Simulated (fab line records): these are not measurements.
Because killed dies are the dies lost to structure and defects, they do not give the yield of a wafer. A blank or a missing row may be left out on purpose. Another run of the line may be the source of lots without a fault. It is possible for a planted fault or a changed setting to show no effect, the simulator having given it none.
Chamber matching | flow gf180mcu | 4 sister chambers for GF_STI_ETCH_14 on rie si-01
The step etches Si in HBr/Cl2/O2, target depth 360 nm, time 102.9 s. 8 wafers are shown with their chamber, then 7 later ones without.

## WAFERS PAIRED WITH THEIR CHAMBERS
wafer  | chamber | drypump motor current A (A) | oes product au (a.u.)
L199.1 | 0       | 5.9                         | 1.000
L199.3 | 3       | 5.2                         | 0.997
L199.4 | 1       | 5.0                         | 1.030
L201.1 | 2       | 6.7                         | 0.996
L201.2 | 0       | 5.9                         | 1.007
L201.4 | 1       | 5.0                         | 1.024
L216.1 | 2       | 6.7                         | 0.991
L216.2 | 3       | 5.1                         | 1.007

## WAFERS WITHOUT THEIR CHAMBER
wafer  | drypump motor current A (A) | oes product au (a.u.)
L216.4 | 5.0                         | 1.031
L218.2 | 5.0                         | 1.030
L218.4 | 5.9                         | 0.981
L218.5 | 5.0                         | 1.025
L219.1 | 5.2                         | 1.001
L219.2 | 6.7                         | 0.982
L219.6 | 5.2                         | 1.003

## CHAMBER TAKEN BY EACH
wafer  | from the rows above | in truth
L216.4 | 1                   | 1
L218.2 | 1                   | 1
L218.4 | 0                   | 0
L218.5 | 1                   | 1
L219.1 | 3                   | 3
L219.2 | 2                   | 2
L219.6 | 3                   | 3
Placed correctly: 7 of 7. Not placeable from these rows: 0. Number placed wrongly: 0.
How it was worked out, from the rows above alone: a wafer's distance from a chamber is the root of the sum, over the readings, of the square of ((its reading less the chamber's mean) divided by the reading's scatter). If the next closest chamber is less than 2 further off than the closest, the wafer can't be placed; otherwise it belongs to the closest. Each chamber's mean is taken over the wafers shown for it. How the scatter is found: for the shown wafers, subtract from each reading the mean of its chamber, square and add these, divide the total by (wafers less chambers), then take the root.
